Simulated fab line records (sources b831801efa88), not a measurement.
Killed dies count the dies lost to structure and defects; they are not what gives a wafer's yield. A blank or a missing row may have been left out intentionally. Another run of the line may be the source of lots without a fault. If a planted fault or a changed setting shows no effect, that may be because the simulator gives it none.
fab line records    flow gf180mcu
[record] lots = 14  wafers = 42  last_day = 34
route steps=602 shown NSD@239 PSD@256 V1@340 M3@415
lots that met no fault: taken from a fault-free run of the same line
start_h: hours from the record's first day to the start of the lot's first wafer shown    wait_h: how many hours have passed since the lot's step before this one    " as in the row above    L1.1+2: one row covering several wafers at once    - no value present, or no start provided    * or withheld: withheld    < > ~ a bound
route shown NAME@n: a module of which the file shows steps, and the number in the route of the first    usual: mean and standard deviation over wafers with no fault    same: alike in all rows    chamber/n: place in a boat    sites: the reading at each site    _std_site: the values' standard deviation    _edge_site: the outer-site mean with the inner-site mean subtracted    radius_mm: for every site, how far away it sits from the centre of the wafer    mask NAME#n: copy n    behind: the tool/chamber that last shaped the wafer    hold: the reason the lot was held/the length of the hold in hours/how it ended    device: the transistor (n, p or np) that didn't switch    end of line: tests run on the same wafers once the route is complete    a step given without rows: its recipe and nothing more    killed: dies that structure and defects cost at the first sort, which is not the same as the wafer's yield    map: shows each die of a wafer: x if killed, . if not, _ if none is there
set.NAME: the setting the step ran with; set.NAME@STEP: the setting that earlier step ran with    model.NAME: the simulator's own value behind a step, which no gauge read
one table for each step of the route and one row for each wafer, over a sample of lots
services: when a tool's chamber went out of use (start_h, in hours from the record's first day, below 0 if earlier), for how many hours, and the reason
[[steps]]
[step GF_NSD_EXPOSE_04]
[recipe] mask_id = Nplus  target_cd_nm = 400  na = 0.6  source_shape = conventional  sigma_outer = 0.6  dose_mj = 140
[usual] exposure_dose_mJ_cm2 = 139.96/0.14
[same] sigma_outer = 0.6
lot.wafer  tool              chamber  start_h  wait_h  mask     exposure_dose_mJ_cm2
L455.3     iline_stepper-02  0        287.68   -       Nplus#0  140.00
L455.4     "                 0        "        "       Nplus#0  139.93
L455.6     "                 0        "        "       Nplus#0  140.16
L456.3     iline_stepper-01  0        297.83   -       Nplus#0  140.09
L456.4     "                 0        "        "       Nplus#0  139.99
L456.6     "                 0        "        "       Nplus#0  140.08
L458.2     iline_stepper-02  0        310.76   -       Nplus#0  139.87
L458.4     "                 0        "        "       Nplus#0  139.80
L458.6     "                 0        "        "       Nplus#0  140.03
L459.1     iline_stepper-01  0        320.26   -       Nplus#0  139.80
L459.2     "                 0        "        "       Nplus#0  139.73
L459.5     "                 0        "        "       Nplus#0  139.91
L460.1     iline_stepper-02  0        324.59   -       Nplus#0  139.92
L460.3     "                 0        "        "       Nplus#0  139.96
L460.4     "                 0        "        "       Nplus#0  139.64
L461.3     iline_stepper-01  0        329.01   -       Nplus#0  140.09
L461.4     "                 0        "        "       Nplus#0  140.00
L461.5     "                 0        "        "       Nplus#0  139.92
L462.2     iline_stepper-01  0        337.81   -       Nplus#0  139.90
L462.5     "                 0        "        "       Nplus#0  139.93
L462.6     "                 0        "        "       Nplus#0  140.20
L463.1     iline_stepper-01  0        350.54   -       Nplus#0  140.04
L463.2     "                 0        "        "       Nplus#0  140.11
L463.5     "                 0        "        "       Nplus#0  140.11
L465.1     iline_stepper-02  0        367.06   -       Nplus#0  139.98
L465.2     "                 0        "        "       Nplus#0  139.93
L465.4     "                 0        "        "       Nplus#0  139.82
L466.1     iline_stepper-02  0        371.69   -       Nplus#0  139.80
L466.2     "                 0        "        "       Nplus#0  140.08
L466.6     "                 0        "        "       Nplus#0  139.95
L472.2     iline_stepper-01  0        422.28   -       Nplus#0  128.03
L472.3     "                 0        "        "       Nplus#0  128.16
L472.5     "                 0        "        "       Nplus#0  128.19
L473.3     iline_stepper-01  0        430.78   -       Nplus#0  128.15
L473.5     "                 0        "        "       Nplus#0  128.03
L473.6     "                 0        "        "       Nplus#0  128.21
L474.3     iline_stepper-02  0        442.31   -       Nplus#0  139.93
L474.4     "                 0        "        "       Nplus#0  139.80
L474.6     "                 0        "        "       Nplus#0  139.87
L477.1     iline_stepper-02  0        471.26   -       Nplus#0  140.05
L477.4     "                 0        "        "       Nplus#0  139.94
L477.6     "                 0        "        "       Nplus#0  140.02
[step GF_NSD_CD_MEAS_07]
[recipe] target_cd_nm = 400
[usual] cd_nm = 400.0/2.6
lot.wafer  tool       chamber  start_h  wait_h  cd_nm
L455.3     cd_sem-01  -        297.23   0.1     400.3
L455.4     "          -        "        "       401.0
L455.6     "          -        "        "       400.6
L456.3     cd_sem-02  -        308.50   0.1     395.7
L456.4     "          -        "        "       398.6
L456.6     "          -        "        "       398.9
L458.2     cd_sem-02  -        320.91   0.1     401.6
L458.4     "          -        "        "       401.3
L458.6     "          -        "        "       401.1
L459.1     cd_sem-01  -        331.06   0.1     401.9
L459.2     "          -        "        "       399.3
L459.5     "          -        "        "       401.1
L460.1     cd_sem-02  -        334.89   0.1     399.2
L460.3     "          -        "        "       401.0
L460.4     "          -        "        "       400.2
L461.3     cd_sem-02  -        339.50   0.1     400.3
L461.4     "          -        "        "       400.0
L461.5     "          -        "        "       398.5
L462.2     cd_sem-02  -        347.98   0.1     395.9
L462.5     "          -        "        "       396.4
L462.6     "          -        "        "       395.2
L463.1     cd_sem-02  -        361.26   0.1     397.3
L463.2     "          -        "        "       397.0
L463.5     "          -        "        "       399.0
L465.1     cd_sem-01  -        378.14   0.1     398.7
L465.2     "          -        "        "       398.8
L465.4     "          -        "        "       398.8
L466.1     cd_sem-02  -        382.69   0.1     398.5
L466.2     "          -        "        "       397.4
L466.6     "          -        "        "       399.2
L472.2     cd_sem-02  -        434.76   0.1     371.5
L472.3     "          -        "        "       373.0
L472.5     "          -        "        "       373.2
L473.3     cd_sem-01  -        442.48   0.1     373.8
L473.5     "          -        "        "       374.3
L473.6     "          -        "        "       374.9
L474.3     cd_sem-01  -        454.60   0.1     404.3
L474.4     "          -        "        "       404.6
L474.6     "          -        "        "       403.7
L477.1     cd_sem-02  -        483.81   0.1     402.5
L477.4     "          -        "        "       401.2
L477.6     "          -        "        "       403.9
[step GF_PSD_OVL_MEAS_08]
[usual] PSD_OVL = 0.1/1.3
lot.wafer  tool        chamber  start_h  wait_h  PSD_OVL[nm]
L455.3     overlay-02  -        318.30   0.1     1.7
L455.4     "           -        "        "       0.3
L455.6     "           -        "        "       0.3
L456.3     overlay-02  -        329.02   0.1     1.8
L456.4     "           -        "        "       1.5
L456.6     "           -        "        "       1.9
L458.2     overlay-02  -        342.66   0.1     -2.7
L458.4     "           -        "        "       -1.1
L458.6     "           -        "        "       -2.5
L459.1     overlay-02  -        353.16   0.1     0.8
L459.2     "           -        "        "       -1.3
L459.5     "           -        "        "       -1.8
L460.1     overlay-01  -        357.28   0.1     -0.1
L460.3     "           -        "        "       -0.4
L460.4     "           -        "        "       -1.1
L461.3     overlay-01  -        362.05   0.1     3.1
L461.4     "           -        "        "       1.2
L461.5     "           -        "        "       -0.7
L462.2     overlay-01  -        369.41   0.1     0.4
L462.5     "           -        "        "       1.6
L462.6     "           -        "        "       0.0
L463.1     overlay-02  -        383.73   0.1     1.4
L463.2     "           -        "        "       2.3
L463.5     "           -        "        "       1.5
L465.1     overlay-02  -        400.71   0.1     0.7
L465.2     "           -        "        "       2.8
L465.4     "           -        "        "       1.4
L466.1     overlay-02  -        404.86   0.1     -1.5
L466.2     "           -        "        "       -1.6
L466.6     "           -        "        "       1.3
L472.2     overlay-01  -        459.21   0.1     -0.5
L472.3     "           -        "        "       -0.7
L472.5     "           -        "        "       -0.8
L473.3     overlay-01  -        467.19   0.1     0.8
L473.5     "           -        "        "       2.7
L473.6     "           -        "        "       1.5
L474.3     overlay-01  -        478.87   0.1     -0.4
L474.4     "           -        "        "       1.8
L474.6     "           -        "        "       -2.4
L477.1     overlay-01  -        507.81   0.1     0.3
L477.4     "           -        "        "       -0.5
L477.6     "           -        "        "       1.3
[step GF_V1_BOW_MEAS_05]
[recipe] mode = bow
[usual] V1_BOW = 81/7.6
lot.wafer  tool           chamber  start_h  wait_h  V1_BOW[um]
L455.3     film_metro-03  -        388.40   0.2     83
L455.4     "              -        "        "       68
L455.6     "              -        "        "       87
L456.3     film_metro-04  -        398.94   0.2     72
L456.4     "              -        "        "       68
L456.6     "              -        "        "       81
L458.2     film_metro-01  -        414.13   0.1     96
L458.4     "              -        "        "       89
L458.6     "              -        "        "       81
L459.1     film_metro-04  -        423.84   0.2     84
L459.2     "              -        "        "       80
L459.5     "              -        "        "       79
L460.1     film_metro-03  -        433.72   0.2     80
L460.3     "              -        "        "       78
L460.4     "              -        "        "       74
L461.3     film_metro-03  -        436.52   0.1     80
L461.4     "              -        "        "       84
L461.5     "              -        "        "       86
L462.2     film_metro-04  -        441.67   0.3     76
L462.5     "              -        "        "       77
L462.6     "              -        "        "       72
L463.1     film_metro-01  -        460.72   0.2     80
L463.2     "              -        "        "       81
L463.5     "              -        "        "       92
L465.1     film_metro-01  -        477.04   0.2     78
L465.2     "              -        "        "       86
L465.4     "              -        "        "       89
L466.1     film_metro-03  -        479.82   0.2     75
L466.2     "              -        "        "       89
L466.6     "              -        "        "       90
L472.2     film_metro-01  -        535.52   0.2     75
L472.3     "              -        "        "       77
L472.5     "              -        "        "       81
L473.3     film_metro-04  -        542.30   0.2     69
L473.5     "              -        "        "       88
L473.6     "              -        "        "       72
L474.3     film_metro-04  -        553.83   0.3     83
L474.4     "              -        "        "       86
L474.6     "              -        "        "       84
L477.1     film_metro-03  -        579.89   0.1     79
L477.4     "              -        "        "       91
L477.6     "              -        "        "       82
[step GF_M3_THK_MEAS_06]
[recipe] thk_meas_gauge = xrf  reads = AlCu_of_M3_SPUTTER_02
[usual] M3_ALCU_THK = 455/5.9
lot.wafer  tool           chamber  start_h  wait_h  M3_ALCU_THK[nm]
L455.3     film_metro-01  -        464.04   0.1     459
L455.4     "              -        "        "       456
L455.6     "              -        "        "       463
L456.3     film_metro-01  -        473.61   0.1     460
L456.4     "              -        "        "       460
L456.6     "              -        "        "       465
L458.2     film_metro-03  -        491.25   0.1     457
L458.4     "              -        "        "       459
L458.6     "              -        "        "       456
L459.1     film_metro-01  -        502.17   0.1     454
L459.2     "              -        "        "       462
L459.5     "              -        "        "       460
L460.1     film_metro-02  -        510.56   0.1     457
L460.3     "              -        "        "       457
L460.4     "              -        "        "       451
L461.3     film_metro-02  -        513.41   0.1     432
L461.4     "              -        "        "       442
L461.5     "              -        "        "       436
L462.2     film_metro-03  -        517.25   0.1     445
L462.5     "              -        "        "       444
L462.6     "              -        "        "       450
L463.1     film_metro-03  -        535.99   0.1     452
L463.2     "              -        "        "       450
L463.5     "              -        "        "       449
L465.1     film_metro-03  -        551.81   0.1     455
L465.2     "              -        "        "       458
L465.4     "              -        "        "       459
L466.1     film_metro-02  -        560.11   0.1     460
L466.2     "              -        "        "       455
L466.6     "              -        "        "       457
L472.2     film_metro-03  -        607.30   0.1     459
L472.3     "              -        "        "       458
L472.5     "              -        "        "       460
L473.3     film_metro-01  -        612.13   0.1     457
L473.5     "              -        "        "       450
L473.6     "              -        "        "       456
L474.3     film_metro-02  -        623.50   0.1     455
L474.4     "              -        "        "       454
L474.6     "              -        "        "       453
L477.1     film_metro-01  -        645.38   0.1     462
L477.4     "              -        "        "       461
L477.6     "              -        "        "       464
[[services]]
tool              chamber  start_h  hours  kind
iline_stepper-02  -        266.88   0.8    repair
iline_stepper-01  -        278.50   2.1    pm
iline_stepper-01  -        280.58   -      consumable_replace:lamp
iline_stepper-02  -        320.00   1.2    repair
iline_stepper-02  -        349.88   1.7    pm
iline_stepper-02  0        361.64   -      calibration
iline_stepper-01  0        366.62   -      calibration
iline_stepper-02  -        414.08   2.1    pm
iline_stepper-02  -        416.16   -      consumable_replace:lamp
iline_stepper-01  -        450.71   1.7    pm
[[key]]
[first_sign] step = GF_NSD_EXPOSE_04  reading = exposure_dose_mJ_cm2  direction = down  sigmas = 84  usual = 139.96  struck = 128.13
[effect] step = GF_NSD_CD_MEAS_07  reading = cd_nm  direction = down  sigmas = 10  usual = 400.0  struck = 373.5
met_at GF_NSD_EXPOSE_04
struck_lots L472,L473
tester_left_out L472,L473
not_acting_at GF_PSD_OVL_MEAS_08,GF_V1_BOW_MEAS_05,GF_M3_THK_MEAS_06
onset_between 350.54 422.28
[fault] kind = process_parameter_drift  tool = iline_stepper-01  chamber = -  onset_h = 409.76  steps = GF_NSD_EXPOSE_04  channel = dose_mj  offset = -11.758  shape = step  acts_in = these_recipes_only  stated = 140
// tester_left_out: of these lots the tester's yield and bins aren't shown, on N5 and GAA mostly nor the transistor test; their killed dies are dies lost to structure and defects alone, not to doping, threshold or leakage, so they don't give the yield
